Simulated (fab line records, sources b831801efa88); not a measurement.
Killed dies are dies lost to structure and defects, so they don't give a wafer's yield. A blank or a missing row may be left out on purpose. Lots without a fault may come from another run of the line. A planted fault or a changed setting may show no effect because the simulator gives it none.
fab line records | flow sky130 | part 1 of 2: steps 1 to 33 of 42
record lots=5 wafers=15 last_day=50
route steps=708 shown LDD_HVN@267 LDD_HVP@278 LDD_LDN@289 SPACER@304 POLY_CUT@307
lots that met no fault: from a run of the same line without faults
start_h: hours from the record's first day to the start of the lot's first wafer shown | wait_h: hours since the lot's step before | " the same as in the row above | L1.1+2: a row that stands for several wafers | - no value, or no start given | * or withheld: withheld | < > ~ a bound
route shown NAME@n: a module of which the file shows steps, and the number in the route of the first | usual: mean/standard deviation of fault-free wafers | same: alike in all rows | chamber/n: place in a boat | sites: the reading at each site | _std_site: their standard deviation | _edge_site: outer sites' mean less inner sites' | radius_mm: how far each site lies from the wafer's centre | mask NAME#n: copy n | behind: the tool/chamber that last shaped the wafer | hold: why the lot was held/for how many hours/how that ended | device: the transistor (n, p or np) that didn't switch | end of line: the same wafers' tests at the end of the route | a step without rows: its recipe alone | killed: dies lost to structure and defects at the first sort, not the wafer's yield | map: a wafer's dies, x killed, . not, _ none there
set.NAME: the setting as run; set.NAME@STEP: as run at that earlier step | model.NAME: the simulator's own value behind a step, which no gauge read
lots at some steps of the route; a table a step, a row a wafer
services: from which hour (start_h, from the record's first day; less than 0 if before it) a tool's chamber was out of use, for how many hours, and why
## steps
# step SKY_LDD_HVN_DEHYDRATE_00
# recipe temp_c=200 time_s=60
# columns lot.wafer tool chamber start_h wait_h
L075.2+3+4 litho_track-03 0 454.38 14.0
L082.3+4+6 litho_track-01 0 537.81 14.0
L083.1+3+5 litho_track-01 0 553.71 14.3
L089.1+2+5 litho_track-01 0 581.06 13.6
L096.1+3+5 litho_track-03 0 637.71 13.5
# step SKY_LDD_HVN_HMDS_01
# recipe prime_time_s=60 prime_temp_c=120
# columns lot.wafer tool chamber start_h wait_h
L075.2+3+4 litho_track-03 0 454.53 0.1
L082.3+4+6 litho_track-01 0 537.96 0.1
L083.1+3+5 litho_track-01 0 553.86 0.1
L089.1+2+5 litho_track-01 0 581.21 0.1
L096.1+3+5 litho_track-03 0 637.86 0.1
# step SKY_LDD_HVN_COAT_02
# recipe resist=NOVOLAK spin_rpm=3000 resist_thk_nm=300
# columns lot.wafer tool chamber start_h wait_h
L075.2+3+4 litho_track-03 0 454.68 0.1
L082.3+4+6 litho_track-01 0 538.11 0.1
L083.1+3+5 litho_track-01 0 554.01 0.1
L089.1+2+5 litho_track-01 0 581.36 0.1
L096.1+3+5 litho_track-03 0 638.01 0.1
# step SKY_LDD_HVN_SOFTBAKE_03
# recipe temp_c=90 time_s=60 resist=NOVOLAK
# columns lot.wafer tool chamber start_h wait_h
L075.2+3+4 litho_track-03 0 454.83 0.1
L082.3+4+6 litho_track-01 0 538.26 0.1
L083.1+3+5 litho_track-01 0 554.16 0.1
L089.1+2+5 litho_track-01 0 581.51 0.1
L096.1+3+5 litho_track-03 0 638.16 0.1
# step SKY_LDD_HVN_EXPOSE_04
# recipe mask_id=HVNTM na=0.6 source_shape=conventional sigma_outer=0.6 polarization=unpolarized target_cd_nm=700 dose_mj=127
# usual reticle_temp_C=23.02/0.093
# same na=0.6
# columns lot.wafer tool chamber start_h wait_h mask reticle_temp_C
L075.2 iline_stepper-01 0 - - HVNTM#0 23.07
L075.3 " 0 " " HVNTM#0 22.98
L075.4 " 0 " " HVNTM#0 23.10
L082.3 iline_stepper-02 0 - - HVNTM#0 23.06
L082.4 " 0 " " HVNTM#0 23.05
L082.6 " 0 " " HVNTM#0 23.02
L083.1 iline_stepper-02 0 - - HVNTM#0 23.09
L083.3 " 0 " " HVNTM#0 22.89
L083.5 " 0 " " HVNTM#0 23.02
L089.1 iline_stepper-02 0 - - HVNTM#0 23.26
L089.2 " 0 " " HVNTM#0 22.92
L089.5 " 0 " " HVNTM#0 23.08
L096.1 iline_stepper-01 0 - - HVNTM#0 22.98
L096.3 " 0 " " HVNTM#0 22.98
L096.5 " 0 " " HVNTM#0 22.89
# step SKY_LDD_HVN_PEB_05
# recipe temp_c=withheld time_s=* resist=NOVOLAK
# columns lot.wafer tool chamber start_h wait_h
L075.2+3+4 litho_track-01 0 - -
L082.3+4+6 litho_track-03 0 - -
L083.1+3+5 litho_track-03 0 - -
L089.1+2+5 litho_track-01 0 - -
L096.1+3+5 litho_track-01 0 - -
# step SKY_LDD_HVN_DEVELOP_06
# recipe resist=NOVOLAK developer=TMAH develop_time_s=60 dev_temp_c=23
# columns lot.wafer tool chamber start_h wait_h
L075.2+3+4 litho_track-01 0 470.29 0.1
L082.3+4+6 litho_track-03 0 553.01 0.1
L083.1+3+5 litho_track-03 0 569.11 0.1
L089.1+2+5 litho_track-01 0 596.51 0.1
L096.1+3+5 litho_track-01 0 652.66 0.1
# step SKY_LDD_HVN_OVL_MEAS_07
# usual LDD_HVN_OVL=0.2/1.2
# columns lot.wafer tool chamber start_h wait_h LDD_HVN_OVL[nm]
L075.2 overlay-01 - 470.42 0.1 2.0
L075.3 " - " " 1.1
L075.4 " - " " 2.0
L082.3 overlay-01 - 553.12 0.1 0.1
L082.4 " - " " 1.0
L082.6 " - " " 0.5
L083.1 overlay-02 - 569.26 0.1 -1.5
L083.3 " - " " 0.6
L083.5 " - " " -1.7
L089.1 overlay-01 - 596.66 0.1 1.2
L089.2 " - " " 0.2
L089.5 " - " " 1.1
L096.1 overlay-02 - 652.81 0.1 1.5
L096.3 " - " " 1.0
L096.5 " - " " 1.0
# step SKY_LDD_HVN_IMPLANT_08
# recipe species=P energy_kev=60 dose_cm2=3e+13 tilt_deg=40
# usual beam_energy_keV=59.999/0.017
# columns lot.wafer tool chamber start_h wait_h beam_energy_keV
L075.2 implanter-03 0 470.47 0.0 60.001
L075.3 " 0 " " 60.034
L075.4 " 0 " " 60.002
L082.3 implanter-02 0 553.20 0.1 59.968
L082.4 " 0 " " 59.997
L082.6 " 0 " " 59.977
L083.1 implanter-03 0 569.30 0.0 60.022
L083.3 " 0 " " 60.046
L083.5 " 0 " " 60.011
L089.1 implanter-03 0 596.70 0.0 60.004
L089.2 " 0 " " 60.002
L089.5 " 0 " " 59.991
L096.1 implanter-03 0 652.85 0.0 60.006
L096.3 " 0 " " 59.983
L096.5 " 0 " " 59.994
# step SKY_LDD_HVN_STRIP_09
# recipe chemistry=O2/N2 power_w=1400 pressure_mtorr=1500 platen_temp_c=withheld o2_flow_sccm=3000 n2_flow_sccm=300 overash_fraction=0.5
# usual drypump_motor_current_A=5.8/0.33 o2_flow_sccm=2999/8.3 oes_product_au=0.408/0.0045 strip_time_to_endpoint_s=4.142/0.016
# columns lot.wafer tool chamber start_h wait_h drypump_motor_current_A o2_flow_sccm oes_product_au rf_hours_counter_h strip_time_to_endpoint_s
L075.2 plasma_asher-02 1 470.60 0.1 5.9 2995 0.415 36 4.157
L075.3 " 0 " " 6.5 3006 0.408 - 4.128
L075.4 " 1 " " 5.8 2977 0.409 - 4.129
L082.3 plasma_asher-03 1 553.33 0.1 5.7 2995 0.411 - 4.175
L082.4 " 0 " " 5.9 3002 0.404 - 4.162
L082.6 " 1 " " 5.6 2999 0.410 - 4.170
L083.1 plasma_asher-02 1 569.45 0.1 5.8 2999 0.409 45 4.168
L083.3 " 1 " " 5.8 2994 0.405 - 4.159
L083.5 " 0 " " 6.5 2989 0.414 - 4.157
L089.1 plasma_asher-03 0 596.85 0.1 5.9 3015 0.416 78 4.124
L089.2 " 1 " " 5.6 3001 0.404 78 4.147
L089.5 " 1 " " 5.6 2997 0.398 - 4.153
L096.1 plasma_asher-02 0 653.00 0.1 6.5 2994 0.406 55 4.127
L096.3 " 1 " " 5.8 2997 0.408 - 4.140
L096.5 " 0 " " 6.5 3000 0.408 - 4.120
# step SKY_LDD_HVN_TW_MEAS_10
# usual LDD_HVN_TW=1429/14
# columns lot.wafer tool chamber start_h wait_h LDD_HVN_TW
L075.2 film_metro-01 - 470.71 0.1 1420
L075.3 " - " " 1422
L075.4 " - " " 1417
L082.3 film_metro-03 - 553.42 0.1 1431
L082.4 " - " " 1435
L082.6 " - " " 1432
L083.1 film_metro-03 - 569.55 0.1 1433
L083.3 " - " " 1429
L083.5 " - " " 1442
L089.1 film_metro-01 - 596.95 0.1 1420
L089.2 " - " " 1423
L089.5 " - " " 1421
L096.1 film_metro-01 - 653.10 0.1 1409
L096.3 " - " " 1411
L096.5 " - " " 1419
# step SKY_LDD_HVP_DEHYDRATE_00
# recipe temp_c=200 time_s=60
# columns lot.wafer tool chamber start_h wait_h
L075.2+3+4 litho_track-03 0 484.63 13.9
L082.3+4+6 litho_track-04 0 567.40 14.0
L083.1+3+5 litho_track-04 0 583.75 14.2
L089.1+2+5 litho_track-03 0 610.31 13.4
L096.1+3+5 litho_track-03 0 666.26 13.2
# step SKY_LDD_HVP_HMDS_01
# recipe prime_time_s=60 prime_temp_c=120
# columns lot.wafer tool chamber start_h wait_h
L075.2+3+4 litho_track-03 0 484.78 0.1
L082.3+4+6 litho_track-04 0 567.55 0.1
L083.1+3+5 litho_track-04 0 583.90 0.1
L089.1+2+5 litho_track-03 0 610.46 0.1
L096.1+3+5 litho_track-03 0 666.41 0.1
# step SKY_LDD_HVP_COAT_02
# recipe resist=NOVOLAK spin_rpm=3000 resist_thk_nm=300
# columns lot.wafer tool chamber start_h wait_h
L075.2+3+4 litho_track-03 0 484.93 0.1
L082.3+4+6 litho_track-04 0 567.70 0.1
L083.1+3+5 litho_track-04 0 584.05 0.1
L089.1+2+5 litho_track-03 0 610.61 0.1
L096.1+3+5 litho_track-03 0 666.56 0.1
# step SKY_LDD_HVP_SOFTBAKE_03
# recipe temp_c=90 time_s=60 resist=NOVOLAK
# columns lot.wafer tool chamber start_h wait_h
L075.2+3+4 litho_track-03 0 485.08 0.1
L082.3+4+6 litho_track-04 0 567.85 0.1
L083.1+3+5 litho_track-04 0 584.20 0.1
L089.1+2+5 litho_track-03 0 610.76 0.1
L096.1+3+5 litho_track-03 0 666.71 0.1
# step SKY_LDD_HVP_EXPOSE_04
# recipe mask_id=HVPTM na=0.6 source_shape=conventional sigma_outer=0.6 polarization=unpolarized target_cd_nm=700 dose_mj=86
# usual reticle_temp_C=23.01/0.11
# same na=0.6
# columns lot.wafer tool chamber start_h wait_h mask reticle_temp_C
L075.2 iline_stepper-01 0 - - HVPTM#0 23.16
L075.3 " 0 " " HVPTM#0 23.26
L075.4 " 0 " " HVPTM#0 23.12
L082.3 iline_stepper-02 0 - - HVPTM#0 23.00
L082.4 " 0 " " HVPTM#0 22.93
L082.6 " 0 " " HVPTM#0 22.98
L083.1 iline_stepper-01 0 - - HVPTM#0 23.02
L083.3 " 0 " " HVPTM#0 23.05
L083.5 " 0 " " HVPTM#0 22.90
L089.1 iline_stepper-01 0 - - HVPTM#0 22.98
L089.2 " 0 " " HVPTM#0 22.99
L089.5 " 0 " " HVPTM#0 22.89
L096.1 iline_stepper-01 0 - - HVPTM#0 22.90
L096.3 " 0 " " HVPTM#0 23.01
L096.5 " 0 " " HVPTM#0 22.94
# step SKY_LDD_HVP_PEB_05
# recipe temp_c=withheld time_s=* resist=NOVOLAK
# columns lot.wafer tool chamber start_h wait_h
L075.2+3+4 litho_track-02 0 - -
L082.3+4+6 litho_track-02 0 - -
L083.1+3+5 litho_track-02 0 - -
L089.1+2+5 litho_track-02 0 - -
L096.1+3+5 litho_track-03 0 - -
# step SKY_LDD_HVP_DEVELOP_06
# recipe resist=NOVOLAK developer=TMAH develop_time_s=60 dev_temp_c=23
# columns lot.wafer tool chamber start_h wait_h
L075.2+3+4 litho_track-02 0 500.74 0.1
L082.3+4+6 litho_track-02 0 582.47 0.1
L083.1+3+5 litho_track-02 0 599.22 0.1
L089.1+2+5 litho_track-02 0 625.67 0.1
L096.1+3+5 litho_track-03 0 679.76 0.1
# step SKY_LDD_HVP_OVL_MEAS_07
# usual LDD_HVP_OVL=0.7/1.3
# columns lot.wafer tool chamber start_h wait_h LDD_HVP_OVL[nm]
L075.2 overlay-01 - 500.87 0.1 2.2
L075.3 " - " " 2.7
L075.4 " - " " 2.8
L082.3 overlay-02 - 582.58 0.1 -0.8
L082.4 " - " " 0.1
L082.6 " - " " 1.4
L083.1 overlay-02 - 599.37 0.1 3.4
L083.3 " - " " 1.5
L083.5 " - " " 3.2
L089.1 overlay-02 - 625.82 0.1 1.0
L089.2 " - " " 1.0
L089.5 " - " " 1.1
L096.1 overlay-01 - 679.91 0.1 0.9
L096.3 " - " " 0.8
L096.5 " - " " 2.1
# step SKY_LDD_HVP_IMPLANT_08
# recipe species=B energy_kev=20 dose_cm2=1.7e+13 tilt_deg=17.9
# usual beam_energy_keV=19.999/0.0069
# columns lot.wafer tool chamber start_h wait_h beam_energy_keV
L075.2 implanter-04 0 500.93 0.0 20.004
L075.3 " 0 " " 20.008
L075.4 " 0 " " 20.000
L082.3 implanter-02 0 582.65 0.1 19.999
L082.4 " 0 " " 19.996
L082.6 " 0 " " 20.014
L083.1 implanter-04 0 599.40 0.0 20.002
L083.3 " 0 " " 19.989
L083.5 " 0 " " 19.998
L089.1 implanter-01 0 627.55 1.7 19.985
L089.2 " 0 " " 19.995
L089.5 " 0 " " 19.992
L096.1 implanter-01 0 679.95 0.0 20.003
L096.3 " 0 " " 20.009
L096.5 " 0 " " 19.999
# step SKY_LDD_HVP_STRIP_09
# recipe chemistry=O2/N2 power_w=1400 pressure_mtorr=1500 platen_temp_c=withheld o2_flow_sccm=3000 n2_flow_sccm=300 overash_fraction=0.5
# usual drypump_motor_current_A=5.7/0.35 o2_flow_sccm=2999/9.1 oes_product_au=0.410/0.0047 strip_time_to_endpoint_s=4.134/0.015
# columns lot.wafer tool chamber start_h wait_h drypump_motor_current_A o2_flow_sccm oes_product_au rf_hours_counter_h strip_time_to_endpoint_s
L075.2 plasma_asher-01 1 501.05 0.1 5.3 2989 0.407 7 4.145
L075.3 " 0 " " 6.1 2983 0.408 - 4.145
L075.4 " 1 " " 5.3 3003 0.408 - 4.119
L082.3 plasma_asher-01 1 582.79 0.1 5.3 2989 0.411 - 4.143
L082.4 " 0 " " 6.1 3003 0.405 - 4.140
L082.6 " 0 " " 6.1 2992 0.408 - 4.153
L083.1 plasma_asher-04 1 599.55 0.1 5.2 3001 0.418 86 4.145
L083.3 " 0 " " 5.9 3007 0.413 - 4.173
L083.5 " 1 " " 5.2 2999 0.410 - 4.123
L089.1 plasma_asher-04 0 627.70 0.1 6.0 2998 0.412 88 4.149
L089.2 " 1 " " 5.2 2987 0.414 88 4.150
L089.5 " 0 " " 6.0 3005 0.407 - 4.142
L096.1 plasma_asher-04 0 680.10 0.1 6.0 2999 0.410 95 4.123
L096.3 " 0 " " 5.9 3007 0.405 - 4.150
L096.5 " 1 " " 5.2 2987 0.402 - 4.125
# step SKY_LDD_HVP_TW_MEAS_10
# usual LDD_HVP_TW=457/5.3
# columns lot.wafer tool chamber start_h wait_h LDD_HVP_TW
L075.2 film_metro-04 - 501.16 0.1 464
L075.3 " - " " 462
L075.4 " - " " 462
L082.3 film_metro-04 - 582.87 0.1 460
L082.4 " - " " 457
L082.6 " - " " 461
L083.1 film_metro-03 - 599.65 0.1 459
L083.3 " - " " 455
L083.5 " - " " 458
L089.1 film_metro-01 - 627.80 0.1 451
L089.2 " - " " 450
L089.5 " - " " 450
L096.1 film_metro-03 - 680.20 0.1 454
L096.3 " - " " 456
L096.5 " - " " 456
# step SKY_LDD_LDN_DEHYDRATE_00
# recipe temp_c=200 time_s=60
# columns lot.wafer tool chamber start_h wait_h
L075.2+3+4 litho_track-01 0 515.74 14.6
L082.3+4+6 litho_track-03 0 597.71 14.8
L083.1+3+5 litho_track-04 0 613.35 13.7
L089.1+2+5 litho_track-03 0 641.01 13.2
L096.1+3+5 litho_track-03 0 693.61 13.4
# step SKY_LDD_LDN_HMDS_01
# recipe prime_time_s=60 prime_temp_c=120
# columns lot.wafer tool chamber start_h wait_h
L075.2+3+4 litho_track-01 0 515.89 0.1
L082.3+4+6 litho_track-03 0 597.86 0.1
L083.1+3+5 litho_track-04 0 613.50 0.1
L089.1+2+5 litho_track-03 0 641.16 0.1
L096.1+3+5 litho_track-03 0 693.76 0.1
# step SKY_LDD_LDN_COAT_02
# recipe resist=NOVOLAK spin_rpm=3000 resist_thk_nm=1140
# columns lot.wafer tool chamber start_h wait_h
L075.2+3+4 litho_track-01 0 516.04 0.1
L082.3+4+6 litho_track-03 0 598.01 0.1
L083.1+3+5 litho_track-04 0 613.65 0.1
L089.1+2+5 litho_track-03 0 641.31 0.1
L096.1+3+5 litho_track-03 0 693.91 0.1
# step SKY_LDD_LDN_SOFTBAKE_03
# recipe temp_c=90 time_s=60 resist=NOVOLAK
# columns lot.wafer tool chamber start_h wait_h
L075.2+3+4 litho_track-01 0 516.19 0.1
L082.3+4+6 litho_track-03 0 598.16 0.1
L083.1+3+5 litho_track-04 0 613.80 0.1
L089.1+2+5 litho_track-03 0 641.46 0.1
L096.1+3+5 litho_track-03 0 694.06 0.1
# step SKY_LDD_LDN_EXPOSE_04
# recipe mask_id=LDNTM na=0.6 source_shape=conventional sigma_outer=0.6 polarization=unpolarized target_cd_nm=700 dose_mj=140
# usual reticle_temp_C=22.99/0.1
# same na=0.6
# columns lot.wafer tool chamber start_h wait_h mask reticle_temp_C
L075.2 iline_stepper-02 0 - - LDNTM#0 22.85
L075.3 " 0 " " LDNTM#0 22.85
L075.4 " 0 " " LDNTM#0 22.99
L082.3 iline_stepper-02 0 - - LDNTM#0 22.94
L082.4 " 0 " " LDNTM#0 22.82
L082.6 " 0 " " LDNTM#0 22.92
L083.1 iline_stepper-01 0 - - LDNTM#0 23.23
L083.3 " 0 " " LDNTM#0 23.07
L083.5 " 0 " " LDNTM#0 22.93
L089.1 iline_stepper-01 0 - - LDNTM#0 23.04
L089.2 " 0 " " LDNTM#0 23.10
L089.5 " 0 " " LDNTM#0 23.08
L096.1 iline_stepper-02 0 - - LDNTM#0 22.96
L096.3 " 0 " " LDNTM#0 22.85
L096.5 " 0 " " LDNTM#0 23.01
# step SKY_LDD_LDN_PEB_05
# recipe temp_c=withheld time_s=* resist=NOVOLAK
# columns lot.wafer tool chamber start_h wait_h
L075.2+3+4 litho_track-01 0 - -
L082.3+4+6 litho_track-01 0 - -
L083.1+3+5 litho_track-01 0 - -
L089.1+2+5 litho_track-04 0 - -
L096.1+3+5 litho_track-01 0 - -
# step SKY_LDD_LDN_DEVELOP_06
# recipe resist=NOVOLAK developer=TMAH develop_time_s=60 dev_temp_c=23
# columns lot.wafer tool chamber start_h wait_h
L075.2+3+4 litho_track-01 0 532.09 0.1
L082.3+4+6 litho_track-01 0 612.01 0.1
L083.1+3+5 litho_track-01 0 628.86 0.1
L089.1+2+5 litho_track-04 0 655.45 0.1
L096.1+3+5 litho_track-01 0 708.01 0.1
# step SKY_LDD_LDN_OVL_MEAS_07
# usual LDD_LDN_OVL=-0.4/1.1
# columns lot.wafer tool chamber start_h wait_h LDD_LDN_OVL[nm]
L075.2 overlay-01 - 532.22 0.1 1.0
L075.3 " - " " 3.3
L075.4 " - " " 1.9
L082.3 overlay-01 - 612.12 0.1 -0.4
L082.4 " - " " -1.5
L082.6 " - " " -0.1
L083.1 overlay-02 - 629.01 0.1 -0.1
L083.3 " - " " -0.5
L083.5 " - " " -0.9
L089.1 overlay-01 - 655.60 0.1 0.1
L089.2 " - " " -0.2
L089.5 " - " " -1.5
L096.1 overlay-02 - 708.16 0.1 -0.2
L096.3 " - " " -1.6
L096.5 " - " " -1.6
# step SKY_LDD_LDN_IMPLANT_08
# recipe species=As energy_kev=15 dose_cm2=1.25e+13 tilt_deg=withheld rotation_deg=23
# usual beam_energy_keV=15.000/0.0046
# columns lot.wafer tool chamber start_h wait_h beam_energy_keV
L075.2 implanter-03 0 532.27 0.0 15.000
L075.3 " 0 " " 15.002
L075.4 " 0 " " 15.003
L082.3 implanter-01 0 612.20 0.1 15.000
L082.4 " 0 " " 15.006
L082.6 " 0 " " 15.001
L083.1 implanter-03 0 629.05 0.0 15.001
L083.3 " 0 " " 14.998
L083.5 " 0 " " 14.995
L089.1 implanter-04 0 655.64 0.0 14.993
L089.2 " 0 " " 14.993
L089.5 " 0 " " 14.994
L096.1 implanter-03 0 708.20 0.0 14.998
L096.3 " 0 " " 14.999
L096.5 " 0 " " 15.003
# step SKY_LDD_LDN_IMPLANT_09
# recipe species=As energy_kev=15 dose_cm2=1.25e+13 tilt_deg=withheld rotation_deg=113
# usual beam_energy_keV=15.001/0.0049
# columns lot.wafer tool chamber start_h wait_h beam_energy_keV
L075.2 implanter-03 0 532.42 0.1 14.994
L075.3 " 0 " " 14.993
L075.4 " 0 " " 14.999
L082.3 implanter-01 0 612.35 0.1 14.999
L082.4 " 0 " " 14.995
L082.6 " 0 " " 14.997
L083.1 implanter-03 0 629.20 0.1 14.998
L083.3 " 0 " " 15.000
L083.5 " 0 " " 14.999
L089.1 implanter-04 0 655.79 0.1 15.006
L089.2 " 0 " " 15.001
L089.5 " 0 " " 15.007
L096.1 implanter-03 0 708.35 0.1 15.007
L096.3 " 0 " " 15.006
L096.5 " 0 " " 15.011
# step SKY_LDD_LDN_IMPLANT_10
# recipe species=As energy_kev=15 dose_cm2=1.25e+13 tilt_deg=withheld rotation_deg=203
# usual beam_energy_keV=15.000/0.0046
# columns lot.wafer tool chamber start_h wait_h beam_energy_keV
L075.2 implanter-03 0 532.57 0.1 15.003
L075.3 " 0 " " 15.007
L075.4 " 0 " " 15.011
L082.3 implanter-01 0 612.50 0.1 15.000
L082.4 " 0 " " 14.999
L082.6 " 0 " " 14.996
L083.1 implanter-03 0 629.35 0.1 15.003
L083.3 " 0 " " 14.999
L083.5 " 0 " " 15.007
L089.1 implanter-04 0 655.94 0.1 14.995
L089.2 " 0 " " 15.000
L089.5 " 0 " " 15.001
L096.1 implanter-03 0 708.50 0.1 15.003
L096.3 " 0 " " 14.997
L096.5 " 0 " " 15.000
